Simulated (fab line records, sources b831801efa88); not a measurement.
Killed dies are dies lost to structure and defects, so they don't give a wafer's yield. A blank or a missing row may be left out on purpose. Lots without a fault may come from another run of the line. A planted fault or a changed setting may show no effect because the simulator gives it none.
fab line records | flow sky130
record lots=6 wafers=18 last_day=49
route steps=708 shown FIELD_ISO@8 NWELL@32 DNWELL@35 PWDE@45 PAD_OPEN@708
lots that met no fault: from a run of the same line without faults
start_h: hours from the record's first day to the start of the lot's first wafer shown | wait_h: hours since the lot's step before | " the same as in the row above | L1.1+2: a row that stands for several wafers | - no value, or no start given | * or withheld: withheld | < > ~ a bound
route shown NAME@n: a module of which the file shows steps, and the number in the route of the first | usual: mean/standard deviation of fault-free wafers | same: alike in all rows | chamber/n: place in a boat | sites: the reading at each site | _std_site: their standard deviation | _edge_site: outer sites' mean less inner sites' | radius_mm: how far each site lies from the wafer's centre | mask NAME#n: copy n | behind: the tool/chamber that last shaped the wafer | hold: why the lot was held/for how many hours/how that ended | device: the transistor (n, p or np) that didn't switch | end of line: the same wafers' tests at the end of the route | a step without rows: its recipe alone | killed: dies lost to structure and defects at the first sort, not the wafer's yield | map: a wafer's dies, x killed, . not, _ none there
set.NAME: the setting as run; set.NAME@STEP: as run at that earlier step | model.NAME: the simulator's own value behind a step, which no gauge read
lots at some steps of the route; a table a step, a row a wafer
services: from which hour (start_h, from the record's first day; less than 0 if before it) a tool's chamber was out of use, for how many hours, and why
## steps
# step SKY_FIELD_ISO_COAT_07
# recipe resist=BARC temp_c=withheld time_s=withheld spin_rpm=3000 resist_thk_nm=60
# step SKY_FIELD_ISO_COAT_08
# recipe resist=KrF-thick spin_rpm=3000 resist_thk_nm=450
# step SKY_FIELD_ISO_SOFTBAKE_09
# recipe temp_c=100 time_s=90 resist=KrF-thick
# step SKY_FIELD_ISO_EXPOSE_10
# recipe mask_id=FOM na=0.68 source_shape=annular sigma_inner=0.4 sigma_outer=0.8 target_cd_nm=150 dose_mj=28
# step SKY_FIELD_ISO_PEB_11
# recipe peb_temp_c=withheld peb_time_s=withheld resist=KrF-thick
# step SKY_FIELD_ISO_DEVELOP_12
# recipe develop_time_s=60 resist=KrF-thick dev_temp_c=21
# step SKY_FIELD_ISO_CD_MEAS_13
# recipe target_cd_nm=150
# usual cd_nm=149.8/1.6
# columns lot.wafer tool chamber start_h wait_h cd_nm
L193.1 cd_sem-01 - 43.91 - 149.0
L193.4 " - " " 149.5
L193.5 " - " " 150.1
L195.1 cd_sem-02 - 55.46 - 150.8
L195.2 " - " " 150.7
L195.5 " - " " 149.4
L198.3 cd_sem-01 - 69.75 - 154.1
L198.4 " - " " 153.7
L198.6 " - " " 153.1
L199.2 cd_sem-02 - 75.83 - 149.4
L199.4 " - " " 150.2
L199.6 " - " " 151.0
L205.1 cd_sem-02 - 107.81 - 149.8
L205.3 " - " " 149.0
L205.6 " - " " 148.6
L207.1 cd_sem-01 - 117.26 - 152.3
L207.3 " - " " 151.2
L207.6 " - " " 149.3
# step SKY_FIELD_ISO_ETCH_14
# recipe chemistry=N2/H2 target=BARC ion_energy_ev=200 source_w=500 bias_w=100 pressure_mtorr=30 n2_flow_sccm=100 h2_flow_sccm=200 stop_on=SiO2 time_s=45.9 target_depth_a=600
# usual drypump_motor_current_A=5.5/0.54 oes_product_au=0.854/0.0048 throttle_valve_pct=13.225/0.0092
# columns lot.wafer tool chamber start_h wait_h drypump_motor_current_A oes_product_au rf_hours_counter_h throttle_valve_pct
L193.1 rie_diel-04 2 44.03 0.1 4.6 0.864 109 13.222
L193.4 " 0 " " 6.4 0.854 63 13.232
L193.5 " 3 " " 5.9 0.850 - 13.226
L195.1 rie_diel-02 2 55.58 0.1 6.1 0.852 143 13.216
L195.2 " 1 " " 5.8 0.847 5 13.221
L195.5 " 3 " " 5.2 0.856 - 13.219
L198.3 rie_diel-03 3 69.85 0.1 4.7 0.851 - 13.231
L198.4 " 0 " " 5.4 0.860 - 13.231
L198.6 " 3 " " 4.7 0.850 - 13.219
L199.2 rie_diel-02 3 75.93 0.1 5.2 0.858 92 13.217
L199.4 " 0 " " 5.9 0.858 117 13.225
L199.6 " 0 " " 5.8 0.849 - 13.232
L205.1 rie_diel-04 3 107.93 0.1 5.9 0.856 26 13.228
L205.3 " 2 " " 4.7 0.850 110 13.238
L205.6 " 0 " " 6.4 0.855 - 13.235
L207.1 rie_diel-03 1 117.38 0.1 5.8 0.845 11 13.223
L207.3 " 0 " " 5.5 0.851 6 13.210
L207.6 " 0 " " 5.5 0.855 - 13.231
# step SKY_FIELD_ISO_ETCH_15
# recipe chemistry=CHF3/O2 target_depth_nm=180 stop_on=Si source_w=600 bias_w=200 pressure_mtorr=40 chf3_flow_sccm=50 O2_flow_sccm=5 time_s=72
# usual O2_flow_sccm=5.001/0.015 drypump_motor_current_A=5.5/0.53 oes_product_au=0.948/0.0061 throttle_valve_pct=8.845/0.0097
# columns lot.wafer tool chamber start_h wait_h O2_flow_sccm drypump_motor_current_A oes_product_au rf_hours_counter_h throttle_valve_pct
L193.1 rie_diel-04 2 44.07 0.0 4.997 4.7 0.953 109 8.848
L193.4 " 0 " " 5.014 6.3 0.945 63 8.850
L193.5 " 3 " " 5.016 5.9 0.944 - 8.852
L195.1 rie_diel-02 2 55.63 0.0 4.977 6.2 0.945 143 8.853
L195.2 " 1 " " 4.998 5.8 0.945 5 8.821
L195.5 " 3 " " 5.004 5.2 0.944 - 8.845
L198.3 rie_diel-03 3 69.92 0.0 5.001 4.7 0.943 - 8.860
L198.4 " 0 " " 5.002 5.4 0.937 - 8.849
L198.6 " 3 " " 5.016 4.7 0.943 - 8.843
L199.2 rie_diel-02 3 75.98 0.0 5.019 5.2 0.937 92 8.838
L199.4 " 0 " " 4.988 5.8 0.960 117 8.848
L199.6 " 0 " " 5.002 5.8 0.939 - 8.833
L205.1 rie_diel-04 3 107.97 0.0 5.023 5.8 0.953 26 8.854
L205.3 " 2 " " 5.009 4.6 0.949 110 8.853
L205.6 " 0 " " 4.999 6.3 0.946 - 8.856
L207.1 rie_diel-03 1 117.42 0.0 4.982 5.8 0.952 11 8.838
L207.3 " 0 " " 5.015 5.4 0.953 6 8.838
L207.6 " 0 " " 5.011 5.4 0.954 - 8.849
# step SKY_FIELD_ISO_STRIP_16
# recipe chemistry=O2/N2 power_w=1400 pressure_mtorr=1500 platen_temp_c=withheld o2_flow_sccm=3000 n2_flow_sccm=300 overash_fraction=0.5
# usual drypump_motor_current_A=5.8/0.43 oes_product_au=0.378/0.0049 strip_time_to_endpoint_s=3.55/0.037
# columns lot.wafer tool chamber start_h wait_h drypump_motor_current_A oes_product_au rf_hours_counter_h strip_time_to_endpoint_s
L193.1 plasma_asher-03 0 44.13 0.0 5.4 0.377 35 3.52
L193.4 " 0 " " 5.4 0.379 - 3.63
L193.5 " 0 " " 5.4 0.382 - 3.50
L195.1 plasma_asher-04 1 55.68 0.0 5.9 0.383 39 3.57
L195.2 " 0 " " 5.6 0.382 39 3.60
L195.5 " 0 " " 5.6 0.376 - 3.55
L198.3 plasma_asher-04 1 70.01 0.1 5.9 0.373 - 3.50
L198.4 " 0 " " 5.6 0.375 - 3.55
L198.6 " 1 " " 5.9 0.384 - 3.51
L199.2 plasma_asher-03 1 76.03 0.0 6.5 0.387 40 3.60
L199.4 " 0 " " 5.4 0.382 - 3.53
L199.6 " 1 " " 6.5 0.379 - 3.53
L205.1 plasma_asher-04 0 108.03 0.0 5.6 0.389 46 3.54
L205.3 " 0 " " 5.6 0.382 - 3.53
L205.6 " 1 " " 5.9 0.381 - 3.62
L207.1 plasma_asher-04 0 117.48 0.0 5.6 0.378 48 3.58
L207.3 " 0 " " 5.6 0.377 - 3.52
L207.6 " 0 " " 5.6 0.381 - 3.56
# step SKY_FIELD_ISO_ETCH_17
# recipe target_depth_a=3420 mask_material=Si3N4 chemistry=HBr/Cl2/O2 target=Si taper_deg=5 icp_w=600 bias_w=150 pressure_mtorr=15 HBr_flow_sccm=150 Cl2_flow_sccm=40 O2_flow_sccm=6 time_s=97.7
# usual O2_flow_sccm=6.000/0.021 drypump_motor_current_A=5.4/0.49 oes_product_au=1.000/0.0084 throttle_valve_pct=25.657/0.012
# columns lot.wafer tool chamber start_h wait_h O2_flow_sccm drypump_motor_current_A oes_product_au rf_hours_counter_h throttle_valve_pct
L193.1 rie_si-02 1 44.23 0.1 5.975 5.0 0.999 26 25.659
L193.4 " 0 " " 6.008 5.4 0.994 73 25.656
L193.5 " 1 " " 5.956 4.9 1.000 - 25.650
L195.1 rie_si-02 3 55.78 0.1 5.999 6.1 0.987 22 25.678
L195.2 " 0 " " 5.987 5.4 1.012 73 25.653
L195.5 " 3 " " 6.001 6.1 0.988 - 25.670
L198.3 rie_si-02 2 70.08 0.0 5.994 4.7 0.988 8 25.661
L198.4 " 1 " " 5.967 5.0 1.004 27 25.632
L198.6 " 1 " " 6.013 5.0 1.001 - 25.641
L199.2 rie_si-02 0 76.13 0.1 6.080 5.4 1.003 73 25.651
L199.4 " 1 " " 5.967 5.0 1.011 27 25.675
L199.6 " 0 " " 6.070 5.4 0.995 - 25.641
L205.1 rie_si-02 1 108.13 0.1 5.979 5.0 1.009 27 25.648
L205.3 " 2 " " 6.005 4.7 0.995 8 25.663
L205.6 " 1 " " 5.994 5.0 0.998 - 25.656
L207.1 rie_si-01 3 117.58 0.1 5.999 5.4 1.012 1 25.638
L207.3 " 1 " " 5.971 6.0 0.993 62 25.657
L207.6 " 1 " " 6.000 6.0 0.992 - 25.653
# step SKY_FIELD_ISO_WET_ETCH_18
# recipe chemistry=H3PO4 target_depth_nm=25 temp_c=160 target=Si3N4 time_s=286
# step SKY_FIELD_ISO_CLEAN_19
# recipe chemistry=SC1/SC2 mix=1:4:20 temp_c=70 time_s=150
# usual temp_c=70.00/0.12
# columns lot.wafer tool chamber start_h wait_h temp_c
L193.1 wet_bench-02 0 44.39 0.0 70.24
L193.4 " 0 " " 70.02
L193.5 " 0 " " 69.99
L195.1 wet_bench-02 0 55.94 0.0 70.00
L195.2 " 0 " " 70.07
L195.5 " 0 " " 70.01
L198.3 wet_bench-02 0 70.24 0.0 70.00
L198.4 " 0 " " 70.03
L198.6 " 0 " " 70.03
L199.2 wet_bench-04 2 76.29 0.0 70.13
L199.4 " 2 " " 70.12
L199.6 " 2 " " 70.10
L205.1 wet_bench-04 3 108.29 0.0 69.92
L205.3 " 3 " " 69.99
L205.6 " 3 " " 70.04
L207.1 wet_bench-01 3 117.74 0.0 70.01
L207.3 " 3 " " 69.96
L207.6 " 3 " " 70.00
# step SKY_FIELD_ISO_CLEAN_20
# recipe chemistry=dHF time_s=20 dilution=100:1
# step SKY_FIELD_ISO_WET_ETCH_21
# recipe chemistry=dHF dilution=100:1 target_depth_nm=20 dry=ipa_marangoni target=SiO2 temp_c=25 time_s=400
# step SKY_FIELD_ISO_OXIDATION_22
# recipe temp_c=950 ambient=O2 stabilise_s=600 purge_s=300 target_thk_a=100 ox_time_s=623
# step SKY_FIELD_ISO_THK_MEAS_23
# recipe reads=SiO2_of_FIELD_ISO_OXIDATION_22
# usual FIELD_ISO_OXIDATION_01_THK=9.94/0.19
# columns lot.wafer tool chamber start_h wait_h FIELD_ISO_OXIDATION_01_THK[nm]
L193.1 film_metro-04 - 45.74 0.0 9.94
L193.4 " - " " 10.06
L193.5 " - " " 10.17
L195.1 film_metro-01 - 58.33 0.0 10.04
L195.2 " - " " 10.03
L195.5 " - " " 10.24
L198.3 film_metro-04 - 76.02 0.0 9.72
L198.4 " - " " 9.88
L198.6 " - " " 9.74
L199.2 film_metro-04 - 81.59 0.0 9.74
L199.4 " - " " 9.96
L199.6 " - " " 10.14
L205.1 film_metro-04 - 109.64 0.0 9.87
L205.3 " - " " 9.81
L205.6 " - " " 9.79
L207.1 film_metro-03 - 119.71 0.0 10.28
L207.3 " - " " 10.37
L207.6 " - " " 10.22
# step SKY_FIELD_ISO_CVD_24
# recipe material=SiO2 target_thk_nm=595 temp_c=650 sigma_open_frac=0.3 time_s=99.2 sih4_flow_sccm=60 pressure_mtorr=6
# step SKY_FIELD_ISO_THK_MEAS_25
# recipe reads=SiO2_of_FIELD_ISO_CVD_24
# usual FIELD_ISO_CVD_24_THK=595/6.4
# columns lot.wafer tool chamber start_h wait_h FIELD_ISO_CVD_24_THK[nm]
L193.1 film_metro-01 - 45.88 0.0 587
L193.4 " - " " 596
L193.5 " - " " 589
L195.1 film_metro-04 - 58.46 0.0 598
L195.2 " - " " 594
L195.5 " - " " 593
L198.3 film_metro-01 - 76.15 0.1 597
L198.4 " - " " 599
L198.6 " - " " 603
L199.2 film_metro-03 - 81.72 0.0 603
L199.4 " - " " 601
L199.6 " - " " 601
L205.1 film_metro-03 - 109.78 0.0 606
L205.3 " - " " 600
L205.6 " - " " 595
L207.1 film_metro-04 - 119.84 0.0 590
L207.3 " - " " 587
L207.6 " - " " 600
# step SKY_FIELD_ISO_ANNEAL_26
# recipe temp_c=1000 time_s=1800 ambient=N2
# step SKY_FIELD_ISO_CMP_27
# recipe stop_on=Si3N4 t_overpolish_s=16 down_force_psi=4 platen_rpm=60 target_thk_nm=457.8 pad_velocity_m_s=0.94248
# step SKY_FIELD_ISO_WET_ETCH_28
# recipe chemistry=dHF target_depth_nm=23.7 target=SiO2 dilution=10:1 temp_c=25 time_s=47
# step SKY_FIELD_ISO_WET_ETCH_29
# recipe chemistry=H3PO4 target_depth_nm=160 target=Si3N4 temp_c=160 time_s=1825
# step SKY_FIELD_ISO_WET_ETCH_30
# recipe chemistry=dHF target_depth_nm=25 target=SiO2 dilution=10:1 temp_c=25 time_s=50
# step SKY_NWELL_CLEAN_00
# recipe chemistry=SC1/SC2 mix=1:4:20 temp_c=70 time_s=150 dry=n2_spin
# step SKY_NWELL_OXIDATION_01
# recipe temp_c=900 ambient=O2 stabilise_s=600 purge_s=300 target_thk_a=100 ox_time_s=1418
# step SKY_NWELL_THK_MEAS_02
# recipe reads=SiO2_of_NWELL_OXIDATION_01
# usual NWELL_OXIDATION_THK=9.99/0.16
# columns lot.wafer tool chamber start_h wait_h NWELL_OXIDATION_THK[nm]
L193.1 film_metro-02 - 51.19 0.0 10.15
L193.4 " - " " 10.08
L193.5 " - " " 10.06
L195.1 film_metro-01 - 67.69 0.0 10.02
L195.2 " - " " 9.97
L195.5 " - " " 9.91
L198.3 film_metro-03 - 85.83 0.0 9.76
L198.4 " - " " 9.74
L198.6 " - " " 9.77
L199.2 film_metro-02 - 88.62 0.0 10.03
L199.4 " - " " 9.94
L199.6 " - " " 10.03
L205.1 film_metro-03 - 116.15 0.0 9.57
L205.3 " - " " 9.64
L205.6 " - " " 9.71
L207.1 film_metro-03 - 125.21 0.0 10.01
L207.3 " - " " 10.08
L207.6 " - " " 10.08
# step SKY_DNWELL_DEHYDRATE_00
# recipe temp_c=200 time_s=60
# step SKY_DNWELL_HMDS_01
# recipe prime_time_s=60 prime_temp_c=120
# step SKY_DNWELL_COAT_02
# recipe spin_rpm=2000 resist_thk_nm=3000
# step SKY_DNWELL_SOFTBAKE_03
# recipe temp_c=110 time_s=withheld
# step SKY_DNWELL_EXPOSE_04
# recipe mask_id=DNM na=0.57 target_cd_nm=3000 dose_mj=222
# step SKY_DNWELL_PEB_05
# recipe temp_c=115 time_s=withheld
# step SKY_DNWELL_DEVELOP_06
# recipe wall_angle_deg=90 developer=TMAH develop_time_s=60 dev_temp_c=23
# step SKY_DNWELL_IMPLANT_07
# recipe species=P energy_kev=withheld dose_cm2=withheld tilt_deg=withheld
# step SKY_DNWELL_STRIP_08
# recipe chemistry=O2/N2 power_w=1400 pressure_mtorr=1500 platen_temp_c=withheld o2_flow_sccm=3000 n2_flow_sccm=300 overash_fraction=0.5
# usual drypump_motor_current_A=5.9/0.34 oes_product_au=0.722/0.0046 strip_time_to_endpoint_s=36.94/0.11
# columns lot.wafer tool chamber start_h wait_h drypump_motor_current_A oes_product_au rf_hours_counter_h strip_time_to_endpoint_s
L193.1 plasma_asher-02 1 68.02 0.1 6.1 0.715 41 36.95
L193.4 " 1 " " 6.1 0.721 - 36.91
L193.5 " 0 " " 5.8 0.726 - 36.91
L195.1 plasma_asher-03 1 83.39 0.1 6.4 0.719 41 36.84
L195.2 " 0 " " 5.4 0.725 41 36.92
L195.5 " 1 " " 6.4 0.723 - 36.84
L198.3 plasma_asher-03 0 103.12 0.1 5.4 0.716 - 36.89
L198.4 " 1 " " 6.4 0.724 - 37.03
L198.6 " 0 " " 5.4 0.726 - 36.93
L199.2 plasma_asher-04 0 106.41 0.1 5.6 0.726 46 37.00
L199.4 " 0 " " 5.6 0.719 - 36.94
L199.6 " 1 " " 5.9 0.732 - 36.93
L205.1 plasma_asher-03 1 135.09 0.1 6.4 0.725 2 36.79
L205.3 " 0 " " 5.4 0.722 - 36.95
L205.6 " 0 " " 5.4 0.718 - 36.89
L207.1 plasma_asher-02 0 144.14 0.1 5.8 0.724 51 36.85
L207.3 " 1 " " 6.1 0.721 - 37.01
L207.6 " 0 " " 5.9 0.718 - 36.95
# step SKY_DNWELL_TW_MEAS_09
# usual DNWELL_TW=1109/14
# columns lot.wafer tool chamber start_h wait_h DNWELL_TW
L193.1 film_metro-02 - 68.12 0.1 1119
L193.4 " - " " 1118
L193.5 " - " " 1126
L195.1 film_metro-01 - 83.49 0.1 1103
L195.2 " - " " 1095
L195.5 " - " " 1098
L198.3 film_metro-01 - 103.21 0.1 1084
L198.4 " - " " 1091
L198.6 " - " " 1093
L199.2 film_metro-02 - 106.52 0.1 1119
L199.4 " - " " 1123
L199.6 " - " " 1118
L205.1 film_metro-02 - 135.19 0.1 1123
L205.3 " - " " 1126
L205.6 " - " " 1125
L207.1 film_metro-03 - 144.24 0.1 1108
L207.3 " - " " 1110
L207.6 " - " " 1119
# step SKY_PWDE_DEHYDRATE_00
# recipe temp_c=200 time_s=60
# step SKY_PWDE_HMDS_01
# recipe prime_time_s=60 prime_temp_c=120
# step SKY_PWDE_COAT_02
# recipe spin_rpm=2000 resist_thk_nm=3000
# step SKY_PWDE_SOFTBAKE_03
# recipe temp_c=110 time_s=withheld
# step SKY_PWDE_EXPOSE_04
# recipe mask_id=PWDEM na=0.6 source_shape=conventional sigma_outer=0.6 polarization=unpolarized target_cd_nm=840 dose_mj=214
# step SKY_PAD_OPEN_PROBE_99
# usual killed_at_M0_to_M3=43/6.6 killed_at_M4_up=3.1/1.6 killed_at_contacts=23/5.6 killed_at_front_end=15/4.2 killed_at_other=0.2/0.43 killed_dies=85/9.3 killed_on_rim=17/3.6 killed_open=46/6.6 killed_short=39/6.2
# same gross_dies=492 killed_at_back_side=0
# columns lot.wafer tool chamber start_h wait_h killed_at_M0_to_M3 killed_at_M4_up killed_at_contacts killed_at_front_end killed_at_other killed_dies killed_on_rim killed_open killed_short
L193.1 prober-02 - 1083.33 0.1 39 5 23 22 1 90 16 53 37
L193.4 prober-02 - 1083.48 0.2 48 1 23 19 0 91 13 63 28
L193.5 prober-02 - 1083.53 0.2 45 3 29 21 0 98 20 56 42
L195.1 prober-02 - 1106.96 0.1 52 4 22 72 1 151 36 46 54
L195.2 prober-02 - 1107.01 0.1 39 3 25 56 0 123 18 47 32
L195.5 prober-02 - 1107.16 0.2 42 5 24 58 0 129 22 41 47
L198.3 prober-01 - 1121.28 0.2 31 4 23 58 1 117 25 35 38
L198.4 prober-01 - 1121.33 0.2 31 3 19 65 0 118 25 39 32
L198.6 prober-01 - 1121.43 0.2 40 9 18 63 0 130 32 40 41
L199.2 prober-01 - 1132.61 0.1 44 3 21 14 0 82 14 38 44
L199.4 prober-01 - 1132.71 0.2 42 4 26 15 0 87 16 42 45
L199.6 prober-01 - 1132.81 0.2 50 2 16 22 0 90 16 50 40
L205.1 prober-01 - 1172.93 0.1 48 1 19 18 0 86 18 49 37
L205.3 prober-01 - 1173.03 0.2 39 5 28 10 1 83 15 43 40
L205.6 prober-01 - 1173.18 0.2 39 4 15 14 0 72 23 36 36
L207.1 prober-02 - 1173.15 0.1 47 2 17 19 0 85 14 45 40
L207.3 prober-02 - 1173.25 0.2 44 4 24 18 0 90 17 53 37
L207.6 prober-02 - 1173.40 0.2 40 4 26 12 0 82 16 43 39
# killed by level:class
L193.1 CONTACT:geometric_particle:open=11 VIA1:geometric_particle:open=10 FIELD_ISO:geometric_particle:open=7 POLY_CUT:geometric_particle:open=6 METAL1:geometric_particle:short=6 VIA3:geometric_particle:open=6 VIA3:geometric_particle:short=5 VIA2:geometric_particle:open=5
L193.4 VIA2:geometric_particle:open=11 VIA3:geometric_particle:open=10 LI_CONTACT:geometric_particle:open=9 VIA1:geometric_particle:open=8 POLY_GATE:geometric_particle:open=7 CONTACT:geometric_particle:open=7 METAL1:geometric_particle:short=7 VIA2:geometric_particle:short=5
L193.5 LI_CONTACT:geometric_particle:open=10 VIA1:geometric_particle:open=9 CONTACT:geometric_particle:open=8 VIA2:geometric_particle:open=7 FIELD_ISO:geometric_particle:open=6 VIA3:geometric_particle:open=6 METAL1:geometric_particle:short=6 FIELD_ISO:geometric_particle:short=4
L195.1 FIELD_ISO:unspecified=51 FIELD_ISO:geometric_particle:open=8 VIA3:geometric_particle:open=8 METAL2:geometric_particle:short=8 VIA1:geometric_particle:open=7 METAL1:geometric_particle:short=7 FIELD_ISO:geometric_particle:short=6 CONTACT:geometric_particle:open=6
L195.2 FIELD_ISO:unspecified=44 CONTACT:geometric_particle:open=10 LI_CONTACT:geometric_particle:open=9 VIA1:geometric_particle:open=9 METAL1:geometric_particle:short=7 VIA3:geometric_particle:open=5 VIA2:geometric_particle:open=5 POLY_GATE:geometric_particle:short=4
L195.5 FIELD_ISO:unspecified=41 CONTACT:geometric_particle:open=11 VIA1:geometric_particle:open=11 METAL1:geometric_particle:short=8 FIELD_ISO:geometric_particle:short=6 LI_CONTACT:geometric_particle:short=5 VIA1:geometric_particle:short=5 METAL2:geometric_particle:short=5
L198.3 FIELD_ISO:unspecified=44 CONTACT:geometric_particle:open=9 LOCAL_INTERCONNECT:geometric_particle:short=7 METAL1:geometric_particle:short=6 VIA3:geometric_particle:open=6 FIELD_ISO:geometric_particle:open=5 METAL2:geometric_particle:short=4 METAL3:geometric_particle:short=4
L198.4 FIELD_ISO:unspecified=47 CONTACT:geometric_particle:open=8 VIA1:geometric_particle:open=7 METAL1:geometric_particle:short=7 POLY_GATE:geometric_particle:short=6 POLY_GATE:geometric_particle:open=5 FIELD_ISO:geometric_particle:open=4 LI_CONTACT:geometric_particle:open=4
L198.6 FIELD_ISO:unspecified=49 LI_CONTACT:geometric_particle:open=7 METAL2:geometric_particle:short=7 CONTACT:geometric_particle:open=6 VIA1:geometric_particle:open=6 VIA1:geometric_particle:short=6 FIELD_ISO:geometric_particle:open=5 VIA3:geometric_particle:open=5
L199.2 LOCAL_INTERCONNECT:geometric_particle:short=10 METAL1:geometric_particle:short=7 VIA1:geometric_particle:open=7 VIA3:geometric_particle:open=7 VIA2:geometric_particle:open=6 VIA1:geometric_particle:short=6 LI_CONTACT:geometric_particle:open=5 VIA2:geometric_particle:short=4
L199.4 CONTACT:geometric_particle:open=9 VIA1:geometric_particle:open=8 METAL1:geometric_particle:short=6 VIA1:geometric_particle:short=6 LOCAL_INTERCONNECT:geometric_particle:short=5 CONTACT:geometric_particle:short=5 FIELD_ISO:geometric_particle:short=4 VIA3:geometric_particle:open=4
L199.6 VIA1:geometric_particle:open=13 CONTACT:geometric_particle:open=6 METAL1:geometric_particle:short=6 VIA2:geometric_particle:open=6 POLY_GATE:geometric_particle:short=5 SPACER:geometric_particle:open=5 LI_CONTACT:geometric_particle:open=5 VIA3:geometric_particle:short=5
L205.1 VIA1:geometric_particle:open=11 VIA3:geometric_particle:open=8 METAL1:geometric_particle:short=7 LI_CONTACT:geometric_particle:open=6 CONTACT:geometric_particle:open=6 FIELD_ISO:geometric_particle:short=4 POLY_GATE:geometric_particle:open=4 METAL3:geometric_particle:short=4
L205.3 CONTACT:geometric_particle:open=10 VIA1:geometric_particle:open=9 LI_CONTACT:geometric_particle:open=6 LOCAL_INTERCONNECT:geometric_particle:short=6 VIA2:geometric_particle:open=6 POLY_GATE:geometric_particle:short=4 VIA3:geometric_particle:open=4 VIA2:geometric_particle:short=4
L207.1 VIA1:geometric_particle:open=12 VIA1:geometric_particle:short=8 FIELD_ISO:geometric_particle:short=5 CONTACT:geometric_particle:open=5 METAL1:geometric_particle:short=5 VIA2:geometric_particle:open=5 FIELD_ISO:geometric_particle:open=4 LOCAL_INTERCONNECT:geometric_particle:short=4
L205.6 VIA1:geometric_particle:open=8 METAL2:geometric_particle:short=7 VIA1:geometric_particle:short=6 FIELD_ISO:geometric_particle:open=5 SPACER:geometric_particle:short=4 LI_CONTACT:geometric_particle:open=4 LOCAL_INTERCONNECT:geometric_particle:short=4 METAL2:geometric_particle:open=4
L207.3 LI_CONTACT:geometric_particle:open=11 VIA1:geometric_particle:open=10 VIA2:geometric_particle:open=10 CONTACT:geometric_particle:open=7 VIA1:geometric_particle:short=6 FIELD_ISO:geometric_particle:open=5 FIELD_ISO:geometric_particle:short=4 LOCAL_INTERCONNECT:geometric_particle:short=4
L207.6 VIA1:geometric_particle:open=14 CONTACT:geometric_particle:open=8 VIA3:geometric_particle:open=8 LOCAL_INTERCONNECT:geometric_particle:short=7 LI_CONTACT:geometric_particle:open=5 FIELD_ISO:geometric_particle:short=4 CONTACT:geometric_particle:short=4 METAL3:geometric_particle:short=4
# map L195.1 (x killed, . not)
__________..x....xxx_________
________..x....x.xxxxx_______
______.x...xx...xxxxxxxx_____
_____x.x......x.xxxxxxxxx____
____...x..xx...x.xxxxxxxxx___
___x..x.........xxxxxxxx.xx__
__............x.xx.xx.x.xxx._
_.xx.x....x.x.xx.x..x..x.....
_.x..........xx..x...........
_......x.xx.xx...xx......xx..
_...x............x.........xx
_.xx...x.x....xx...x....xx...
_.xx.x...x...........x.......
_..............x.......x.x...
_..........xxx.x.x.xx...xx.x.
__x.xx.x...............x.x.._
___.x....................xx__
____...............x..x.x.___
_____.xx...x......xx.....____
______...x...x.x..x.xx.._____
________x..x.........._______
__________xx.x....x._________
# map L198.6 (x killed, . not)
__________x......xxx_________
________x.x....xxxxxxx_______
______x.x...x..xxxxxxxxx_____
_____x.........xxxxxxxxxx____
____x..x...x.....xxxxxxxxx___
___.....xxx.....xxxxxxxxxx.__
__................xxxxxxx.xx_
_x......x...........x.x......
_x.x....x.xx.................
_....x.....xx.x..x.x...x.xx..
_.x...x........x....x........
_..........x........xx...x...
_.........x.......x....xx....
_x..x..x.......xx............
_....xx..xx.x...x............
__........x..x...........x.._
___..........x..xx.......x.__
____.x.....x...x.x........___
_____....................____
______.....x.x....x....._____
________........x...xx_______
__________x.......x._________
## services
# columns tool chamber start_h hours kind
rie_diel-02 - 34.03 2.8 pm
rie_diel-03 2 36.09 115.2 repair
rie_diel-04 - 55.39 44.3 repair
rie_diel-02 - 59.60 14.6 pm
rie_diel-03 - 68.22 0.3 repair
rie_diel-04 2 68.48 8.8 repair
rie_diel-03 1 68.69 5.8 repair
rie_diel-04 3 91.65 1.6 repair
plasma_asher-03 - 108.75 9.0 pm
plasma_asher-03 0 108.75 9.0 vent_cycle
plasma_asher-03 1 108.75 9.0 vent_cycle
rie_diel-02 0 114.04 5.6 repair
wet_bench-01 - 114.54 1.9 pm
rie_si-01 0 115.05 - clean
rie_si-01 0 115.05 15.7 scheduled_down
rie_si-01 0 115.05 15.7 vent_cycle
plasma_asher-03 0 117.75 - clean
plasma_asher-03 1 117.75 - clean
rie_si-01 - 131.55 0.5 repair
## key
first_sign step=SKY_PAD_OPEN_PROBE_99 reading=killed_at_front_end direction=up sigmas=11 usual=15 struck=62
effect step=SKY_PAD_OPEN_PROBE_99 reading=killed_dies direction=up sigmas=4.6 usual=85 struck=128
met_at SKY_FIELD_ISO_CLEAN_19
struck_wafers L195.1,L195.2,L195.5,L198.3,L198.4,L198.6
tester_left_out L195,L198
onset_between 44.39 55.94
fault kind=chamber_particle_source tool=wet_bench-02 chamber=- onset_h=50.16 steps=SKY_FIELD_ISO_CLEAN_19 rate_per_visit_cm2=1.222 end_h=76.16
# tester_left_out: of these lots the tester's yield and bins aren't shown, on N5 and GAA mostly nor the transistor test; their killed dies are dies lost to structure and defects alone, not to doping, threshold or leakage, so they don't give the yield
